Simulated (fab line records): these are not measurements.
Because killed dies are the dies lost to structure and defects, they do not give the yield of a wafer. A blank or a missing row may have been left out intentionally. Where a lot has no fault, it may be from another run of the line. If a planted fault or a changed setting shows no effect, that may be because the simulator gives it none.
Check for tools in common -- flow sky130 -- Lots sampled 10, wafers sampled 30

WHY IT WAS OPENED
Of 10 lots, 2 have the reading VIA3_W_RS flagged at SKY_VIA3_RS_MEAS_22. Fault-free wafers read 0.294 ohm/sq, with a standard deviation of 0.0032.
Rule: a lot is flagged when every wafer of it that has a number lies more than 4 standard deviations from that mean, or none has a number. All remaining lots are regarded as sound.

lot,measured,on,"VIA3_W_RS (ohm/sq), wafer by wafer",flag
L578,day 40 00:55,filmMetro-04,0.295 0.296 0.294,
L580,day 42 01:48,filmMetro-02,0.290 0.289 0.294,
L584,day 42 15:47,filmMetro-01,0.291 0.295 0.298,
L586,day 42 19:40,filmMetro-04,0.292 0.290 0.295,
L587,day 43 11:16,filmMetro-02,0.293 0.295 0.292,
L591,day 44 00:19,filmMetro-02,57.822 59.696 59.005,FLAGGED
L592,day 44 08:32,filmMetro-02,58.267 59.039 58.663,FLAGGED
L595,day 44 22:03,filmMetro-02,0.288 0.293 0.293,
L597,day 45 15:28,filmMetro-01,0.296 0.291 0.293,
L599,day 45 22:28,filmMetro-02,0.291 0.292 0.297,
On average the flagged lots read 58.749 ohm/sq, which is +58.455 ohm/sq against the usual, or +99 or more standard deviations.

WHICH TOOL EACH LOT WENT THROUGH
The record holds 2 process steps before the reading, out of a route of 708 steps. Each cell gives the tool, then ch followed by the chambers the sampled wafers passed through, then the start.
lot,flag,SKY_METAL3_ETCH_16,SKY_VIA3_CVD_21
L578,,"rieMetal-01 ch 0, day 38 21:39","cvdW-02 ch 1, day 40 00:47"
L580,,"rieMetal-04 ch 0,1, day 40 22:58","cvdW-02 ch 0,1, day 42 01:39"
L584,,"rieMetal-01 ch 0,1, day 41 13:47","cvdW-02 ch 0,1, day 42 15:40"
L586,,"rieMetal-04 ch 0,1, day 41 18:11","cvdW-02 ch 0,1, day 42 19:32"
L587,,"rieMetal-01 ch 0,1, day 42 09:33","cvdW-01 ch 0,1, day 43 11:08"
L591,FLAGGED,"rieMetal-03 ch 0,1, day 42 23:46","cvdW-02 ch 0,1, day 44 00:11"
L592,FLAGGED,"rieMetal-03 ch 0,1, day 43 07:48","cvdW-01 ch 0,1, day 44 08:25"
L595,,"rieMetal-01 ch 0,1, day 43 21:21","cvdW-01 ch 0,1, day 44 21:56"
L597,,"rieMetal-04 ch 0, day 44 15:25","cvdW-02 ch 0, day 45 15:21"
L599,,"rieMetal-03 ch 0,1, day 44 23:15","cvdW-02 ch 0,1, day 45 22:21"
What these steps do:
- SKY_METAL3_ETCH_16: etches BARC in N2/H2, stops on SiO2, time 88.2 s, target depth 60 nm.
- SKY_VIA3_CVD_21: deposits W, target thk 390 nm, time 117.31 s.
- SKY_VIA3_RS_MEAS_22: measures by four-point-probe.

FLAGGED AGAINST TOTAL, ONE TOOL AT A TIME (gauges that did the reading follow at the end)
step,tool,lots run,flagged,share of the flagged lots,sound lots run after its first flagged lot
SKY_METAL3_ETCH_16,rieMetal-01,4,0,none,-
SKY_METAL3_ETCH_16,rieMetal-03,3,2,all,1 (L599)
SKY_METAL3_ETCH_16,rieMetal-04,3,0,none,-
SKY_VIA3_CVD_21,cvdW-01,3,1,some,1 (L595)
SKY_VIA3_CVD_21,cvdW-02,7,1,some,"2 (L597,L599)"
SKY_VIA3_RS_MEAS_22,filmMetro-01,2,0,none,-
SKY_VIA3_RS_MEAS_22,filmMetro-02,6,2,all,"2 (L595,L599)"
SKY_VIA3_RS_MEAS_22,filmMetro-04,2,0,none,-

WHAT IS ALLOWED BY THE TABLE
Table rows that saw every flagged lot: 2, namely rieMetal-03 at SKY_METAL3_ETCH_16 and filmMetro-02 at SKY_VIA3_RS_MEAS_22.
- rieMetal-03 at SKY_METAL3_ETCH_16: 2 of its 3 lots flagged. Sound lots followed the first flagged one (L599) on it, something a lasting fault affecting the whole tool could not allow.
- filmMetro-02 at SKY_VIA3_RS_MEAS_22: 2 of its 6 lots flagged. Sound lots followed the first flagged one (L595, L599) on it, something a lasting fault affecting the whole tool could not allow.
Every row of the table either missed a flagged lot or ran a sound lot after the first.

WHAT THE SIMULATOR HAD INSERTED
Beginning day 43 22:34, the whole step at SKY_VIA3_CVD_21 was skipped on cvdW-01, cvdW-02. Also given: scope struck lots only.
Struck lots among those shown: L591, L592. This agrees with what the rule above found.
